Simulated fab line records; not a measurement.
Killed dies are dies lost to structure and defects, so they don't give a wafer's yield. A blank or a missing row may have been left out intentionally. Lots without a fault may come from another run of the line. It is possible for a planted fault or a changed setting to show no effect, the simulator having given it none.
Problem report, 8D (eight disciplines) form, completed by code || flow sky130 || the parts of the form that need people (team, actions taken, sign-off) are left out

== 1. WHAT IS WRONG ==
LI_CONTACT_HDPCVD_THK at SKY_LI_CONTACT_THK_MEAS_01 reads a mean of 1538 nm on 2 wafers of 1 lot; wafers without a fault read 935 nm with a standard deviation of 11. That puts it +55 standard deviations away from the usual mean.
Earliest sighting: wafer L640.4 on film_metro-04 at day 32 17:08. At this step, 36 wafers from 12 lots have a number in the record. The rule behind "out" and "out of limits": a value lying over 4 standard deviations away from the usual mean. The rest of the wafers with a number are treated as sound.

== 2. WHAT IT IS, WHAT IT ISN'T ==
{"question": "which readings at this step", "is": "LI_CONTACT_HDPCVD_THK", "is not": "-"}
{"question": "which lots", "is": "L640", "is not": "L627, L628, L630, L632, L633, L634, L637, L644, L646, L647, L649"}
{"question": "which wafers of those lots", "is": "L640.4, L640.6", "is not": "L640.3"}
{"question": "read on which gauges", "is": "film_metro-04", "is not": "film_metro-02, film_metro-03"}
{"question": "when", "is": "from day 32 17:08", "is not": "up to then (22 sound wafers); but 12 sound wafers of L644, L646, L647, L649 came after"}

== 3. THE SUSPECTS, EACH WITH WHAT RULES IT OUT ==
Counting: a tool at a process step up to the reading stays a suspect if it ran every lot that is out. Sound lots after the first of them don't rule it out here, since some wafers of a struck lot are sound.
- the gauge at SKY_LI_CONTACT_THK_MEAS_01: ruled out. All the wafers that are out were read on film_metro-04, but those of them that SKY_LI_CONTACT_CMP_02 has rows for are out there too, on other tools.
- hdpcvd-01 at SKY_LI_CONTACT_HDPCVD_00 (deposits PSG, target thk 930 nm, time 155 s): kept. The lot that is out, L640, ran on it at day 32 17:01; the last sound lot it ran before that was L637, at day 32 06:55.
The count leaves hdpcvd-01 at SKY_LI_CONTACT_HDPCVD_00.

== 4. THE CAUSE (what the simulator had put in) ==
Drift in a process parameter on hdpcvd-01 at SKY_LI_CONTACT_HDPCVD_00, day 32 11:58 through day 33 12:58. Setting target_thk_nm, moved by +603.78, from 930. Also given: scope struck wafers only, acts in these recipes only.
After counting, this tool was the only one left.

== 5. THE CHAIN OF EFFECTS, in route order ==
Each row: a reading whose mean over the struck wafers that have a number lies more than 3 standard deviations from the usual. Scope: only readings with a usual standard deviation given in the record; hours: median across lots of the time from each lot's start at the first step in this table that gives one to its start at this step; sigmas: change in usual standard deviations.
{"hours": 0, "step": "SKY_LI_CONTACT_THK_MEAS_01", "reading": "LI_CONTACT_HDPCVD_THK", "usual": "935 nm", "on struck wafers": 1538, "change": "+604", "sigmas": "+55"}
{"hours": 0, "step": "SKY_LI_CONTACT_CMP_02", "reading": "time_to_endpoint_s", "usual": "31 s", "on struck wafers": 92, "change": "+61", "sigmas": "+18"}
Process steps it contains:
- SKY_LI_CONTACT_CMP_02: polishes PSG.
At these later measuring or inspecting steps, every struck wafer for which the step has a row has a number for every such reading, and none has moved that far: SKY_LI_CONTACT_CD_MEAS_12, SKY_LI_CONTACT_RS_MEAS_22.

== 6. WHAT WOULD HAVE CAUGHT IT SOONER ==
Counted from the fault's start at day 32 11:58, it took 5 hours until the first out-of-limits reading at a measuring or inspecting step in this record, taken at day 32 17:08.
Of the tool readings at SKY_LI_CONTACT_HDPCVD_00 for which the record gives a usual standard deviation, none was out on any struck wafer, so an alarm limit of 4 standard deviations on them would not have fired.
All the lots that are out (1) had begun SKY_LI_CONTACT_HDPCVD_00 on hdpcvd-01 by day 32 17:08. A hold on the tool at that time would have spared none of them.
